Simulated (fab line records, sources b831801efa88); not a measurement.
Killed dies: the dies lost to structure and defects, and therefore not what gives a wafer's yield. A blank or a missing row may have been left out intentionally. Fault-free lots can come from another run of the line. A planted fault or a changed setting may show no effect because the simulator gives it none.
Which tool is to blame? -- flow sky130 -- 11 lots, 33 wafers sampled, at 5 steps of a route of 708

WHAT EACH GAUGE READ, for each wafer
SKY_METAL2_RS_MEAS_05: the measuring method here is four-point-probe.
lot,measured,on,METAL2_ALCU_RS (ohm/sq)
L946,day 34 11:11,film metro-01,0.1270 0.1253 0.1252
L947,day 34 23:01,film metro-03,0.1272 0.1262 0.1266
L950,day 35 12:48,film metro-03,0.1275 0.1285 0.1270
L955,day 37 15:13,film metro-03,0.1271 0.1268 0.1269
L957,day 37 21:46,film metro-04,0.1261 0.1263 0.1261
L956,day 37 22:10,film metro-03,0.1260 0.1256 0.1271
L958,day 38 07:22,film metro-01,0.1273 0.1270 0.1273
L959,day 38 08:08,film metro-04,0.1286 0.1281 0.1275
L960,day 38 17:34,film metro-04,0.1262 0.1262 0.1267
L962,day 39 05:18,film metro-04,0.1269 0.1271 0.1280
L964,day 39 14:17,film metro-04,0.1278 0.1269 0.1266

TOOL THAT RAN EACH LOT (tool first, then ch and the chambers of the sampled wafers, then the start)
lot,SKY_METAL1_DESCUM_17,SKY_VIA1_CMP_02,SKY_VIA1_ETCH_15,SKY_VIA1_CVD_21
L946,"rie metal-03 ch 0,1, day 33 06:23","cmp-02 ch 1,2, day 33 07:20","rie diel-01 ch 1,3, day 34 09:45","cvd w-01 ch 0,1, day 34 10:27"
L947,"rie metal-03 ch 0, day 33 17:56","cmp-01 ch 0,1,3, day 33 19:07","rie diel-02 ch 0,1,2, day 34 21:35","cvd w-02 ch 0,1, day 34 22:17"
L950,"rie metal-04 ch 0,1, day 34 08:20","cmp-02 ch 1,2, day 34 09:22","rie diel-01 ch 0,1,2, day 35 11:14","cvd w-02 ch 1, day 35 12:02"
L955,"rie metal-01 ch 0,1, day 36 09:59","cmp-02 ch 0,1,3, day 36 11:16","rie diel-02 ch 0,1,2, day 37 13:43","cvd w-02 ch 0,1, day 37 14:29"
L957,"rie metal-03 ch 0, day 36 16:49","cmp-01 ch 1,3, day 36 17:49","rie diel-01 ch 0,2, day 37 20:19","cvd w-02 ch 0,1, day 37 21:02"
L956,"rie metal-04 ch 0,1, day 36 17:11","cmp-02 ch 0,1, day 36 18:11","rie diel-04 ch 1,2,3, day 37 20:43","cvd w-01 ch 0,1, day 37 21:26"
L958,"rie metal-03 ch 0,1, day 37 02:23","cmp-02 ch 0,2, day 37 03:20","rie diel-01 ch 0,1,3, day 38 05:56","cvd w-02 ch 0, day 38 06:38"
L959,"rie metal-03 ch 0,1, day 37 03:58","cmp-02 ch 0,1,3, day 37 04:58","rie diel-01 ch 0,3, day 38 06:40","cvd w-02 ch 0,1, day 38 07:25"
L960,"rie metal-01 ch 0,1, day 37 13:20","cmp-01 ch 0,2,3, day 37 14:25","rie diel-01 ch 2,3, day 38 16:08","cvd w-01 ch 0,1, day 38 16:50"
L962,"rie metal-01 ch 0,1, day 38 00:58","cmp-02 ch 0,1,3, day 38 02:19","rie diel-01 ch 1,2,3, day 39 03:52","cvd w-01 ch 0,1, day 39 04:34"
L964,"rie metal-04 ch 0,1, day 38 10:02","cmp-02 ch 0,2,3, day 38 11:29","rie diel-04 ch 1,2,3, day 39 12:52","cvd w-01 ch 0,1, day 39 13:34"
- SKY_METAL1_DESCUM_17: chemistry O2, time 8 s.
- SKY_VIA1_CMP_02: polishes SiO2.
- SKY_VIA1_ETCH_15: etches SiO2 in C4F8/O2/Ar, stops on TiN, target depth 351 nm, time 54 s.
- SKY_VIA1_CVD_21: deposits W, target thk 270 nm, time 80.902 s.

AS READ BY THE TOOLS THEMSELVES (means over the sampled wafers that have a number; for cases with no such wafer, the mark the record gives instead)
SKY_METAL1_DESCUM_17.
lot,tool,chamber pressure mTorr (mTorr),drypump motor current A (A),oes product au (a.u.)
L946,rie metal-03,9.999,6.2,1.001
L947,rie metal-03,10.003,6.4,1.002
L950,rie metal-04,9.996,5.5,1.007
L955,rie metal-01,10.000,5.6,1.000
L957,rie metal-03,10.005,6.4,0.995
L956,rie metal-04,10.002,5.1,1.006
L958,rie metal-03,9.993,6.1,0.998
L959,rie metal-03,10.012,6.3,0.996
L960,rie metal-01,10.003,5.6,1.001
L962,rie metal-01,9.995,5.5,1.003
L964,rie metal-04,9.997,5.4,0.993

SKY_VIA1_CMP_02.
lot,tool,head pressure psi (psi),motor current A (A),retaining ring pressure frac,slurry flow ml min
L946,cmp-02,3.995,13.8,1.002,150.3
L947,cmp-01,4.000,12.2,0.999,149.6
L950,cmp-02,4.000,13.6,1.002,150.2
L955,cmp-02,3.996,11.4,1.000,150.4
L957,cmp-01,4.001,13.4,1.000,149.7
L956,cmp-02,4.004,11.4,1.003,149.3
L958,cmp-02,3.998,12.5,1.000,150.3
L959,cmp-02,4.002,11.3,0.999,149.9
L960,cmp-01,4.001,12.5,1.000,150.0
L962,cmp-02,4.001,11.9,1.003,149.8
L964,cmp-02,3.995,11.8,0.999,149.9

SKY_VIA1_ETCH_15.
lot,tool,chamber pressure mTorr (mTorr),oes product au (a.u.)
L946,rie diel-01,40.00,0.975
L947,rie diel-02,39.99,0.981
L950,rie diel-01,40.00,0.976
L955,rie diel-02,40.00,0.982
L957,rie diel-01,40.00,0.984
L956,rie diel-04,40.01,0.977
L958,rie diel-01,40.01,0.981
L959,rie diel-01,40.01,0.982
L960,rie diel-01,39.99,0.977
L962,rie diel-01,39.99,0.925
L964,rie diel-04,40.02,0.926

SKY_VIA1_CVD_21.
lot,tool,heater power w (W)
L946,cvd w-01,867
L947,cvd w-02,877
L950,cvd w-02,861
L955,cvd w-02,871
L957,cvd w-02,881
L956,cvd w-01,841
L958,cvd w-02,888
L959,cvd w-02,885
L960,cvd w-01,885
L962,cvd w-01,837
L964,cvd w-01,864

THE ANSWER, worked out from the rows above alone
Rule: usual is defined by the lots themselves. Put in order of their means at a reading, lots are off if they are a third of the lots or fewer, leave a main group of 4 or more, and stand apart from it by a gap of 3 or more times the standard deviation of the main group's means; of several such gaps the widest counts. Not used: any main group whose means are identical at the precision the tables above print for the reading. Also off: a lot with no number at a reading for which 4 or more lots have one. Where the step has rows for the other lots, those lots are counted as sound. First the gauges in route order, then the tools' own readings, where a lot's mean is used as printed above. The first step at which some lot is off is used, and at that step the reading that is off furthest; a lot without a number counts as furthest.
Off: L962, L964 (SKY_VIA1_ETCH_15, oes product au). The main group: mean 0.979 a.u., standard deviation 0.003.
A tool fits if, at that step or a process step before it, it ran every lot that is off, and no sound lot after the first of them. One fits: SKY_VIA1_CMP_02 on cmp-02. A fault onset in the window from L959 (day 37 04:58, its last sound lot) to L962 (day 38 02:19, its first lot off) fits.

WHAT THE SIMULATOR HAD INSERTED
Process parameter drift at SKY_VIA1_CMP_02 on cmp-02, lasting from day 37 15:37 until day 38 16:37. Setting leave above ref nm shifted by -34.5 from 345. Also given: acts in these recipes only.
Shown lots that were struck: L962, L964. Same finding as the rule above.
